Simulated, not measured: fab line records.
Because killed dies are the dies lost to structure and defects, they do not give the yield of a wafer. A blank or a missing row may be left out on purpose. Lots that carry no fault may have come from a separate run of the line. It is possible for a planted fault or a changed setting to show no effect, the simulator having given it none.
A lot that was struck, set against a sound lot | flow sky130 | 15 steps out of a route of 708
Sound: the wafers L113.1, L113.2, L113.3. Wafers L133.2, L133.4, L133.6 were the ones struck. The cause comes at the end.
Each step with rows lists, per side, the tool, then ch with its chambers, then its first start. Under that, the readings that differ: sound wafers | struck wafers | difference of the means | sigmas: that difference in standard deviations of wafers without a fault.
alike: a reading whose means differ by less than 2 such deviations, as well as words and numbers matching on both sides. not compared: withheld readings; readings where some wafer has no value; bounds like >300 that might hide an equal value; numbers whose values overlap and for which the record gives no deviation.
A row with sigmas, a row that says differs or no value, or rows on one side alone: a step with any of these is where the two part. Numbers that have no deviation but don't overlap get no sigmas and don't part them. A reading missing from all wafers of one side parts the sides only when that side holds two or more wafers.

SKY_VIA4_THK_MEAS_20: measures by xrf.
  struck on filmMetro-02, day 47 23:19; sound on filmMetro-01, day 43 03:40
  alike: VIA4_W_THK
SKY_VIA4_CMP_21: polishes, stops on SiO2, t overpolish 25 s, target thk 0 nm.
  sound on cmp-01 ch 0,1,3, day 43 03:43; struck on cmp-02 ch 0,2,3, day 47 23:22
  alike: motorCurrentA, overpolishRunS, timeToEndpointS
then, 1 step without rows for these wafers: SKY_METAL5_SPUTTER_00 (material Ti, target thk 15 nm, time 10 s).
SKY_METAL5_SPUTTER_01: material TiN, target thk 20 nm, time 16.7 s.
  struck on pvdSputter-02, day 47 23:41; sound on pvdSputter-03, day 43 04:03
  alike: throttleValvePct
SKY_METAL5_SPUTTER_02: material AlCu, target thk 1150 nm, time 61.2 s.
  struck on pvdSputter-02, day 47 23:43; sound on pvdSputter-03, day 43 04:04
  alike: throttleValvePct
SKY_METAL5_SPUTTER_03: material Ti, target thk 5 nm, time 3.3 s.
  struck on pvdSputter-02, day 47 23:46; sound on pvdSputter-03, day 43 04:07
  alike: throttleValvePct
SKY_METAL5_SPUTTER_04: material TiN, target thk 70 nm, time 58.3 s.
  struck on pvdSputter-02, day 47 23:47; sound on pvdSputter-03, day 43 04:08
  alike: throttleValvePct
SKY_METAL5_RS_MEAS_05: the measuring method here is four-point-probe.
  struck on filmMetro-02, day 47 23:51; sound on filmMetro-01, day 43 04:11
  alike: METAL5_ALCU_RS
SKY_METAL5_THK_MEAS_06: measures by xrf.
  struck on filmMetro-02, day 47 23:58; sound on filmMetro-01, day 43 04:19
  alike: METAL5_ALCU_THK
then, 3 steps without rows for these wafers: SKY_METAL5_DEHYDRATE_07 (time 60 s); SKY_METAL5_HMDS_08 (prime time 60 s); SKY_METAL5_COAT_09 (resist thk 1800 nm).
SKY_METAL5_SOFTBAKE_10: time 60 s.
  sound on lithoTrack-02 ch 0, day 43 14:55; struck on lithoTrack-03 ch 0, day 48 09:14
reading               | sound             | struck            | difference | sigmas
heaterPowerTotalW (W) | 56.63 56.60 56.60 | 58.07 58.13 58.04 | +1.47      | +37
plateTempC (C)        | 90.09 90.17 90.18 | 91.75 91.67 91.74 | +1.57      | +11
then, 1 step without rows for these wafers: SKY_METAL5_EXPOSE_11 (exposes mask MM5, target cd 1600 nm).
-- the record jumps here: 2 days lie between the struck wafers' starts before and after (it left off in module METAL5 and takes up again in module PAD_OPEN, whose first step shown is number 708 of the route) --
SKY_PAD_OPEN_PROBE_99:
  struck on prober-01, day 50 09:26; sound on prober-02, day 46 01:56
  alike: defectLimitedYield, killed_at_M0_to_M3, killed_at_M4_up, killedAtContacts, killedAtFrontEnd, killedAtOther, killedDies, killedOpen, killedShort, sort_bin_3_pad_short, sort_bin_5_function, sort_bin_6_memory, sort_bin_8_speed, sortNPass, sortYieldPct

== WHERE THEY PART ==
Only at SKY_METAL5_SOFTBAKE_10, within this record. Later steps at which nothing parts them and some readings are alike: SKY_PAD_OPEN_PROBE_99.

WHY: the cause the simulator had injected
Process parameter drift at SKY_METAL5_SOFTBAKE_10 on lithoTrack-03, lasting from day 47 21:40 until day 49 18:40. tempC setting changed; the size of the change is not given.
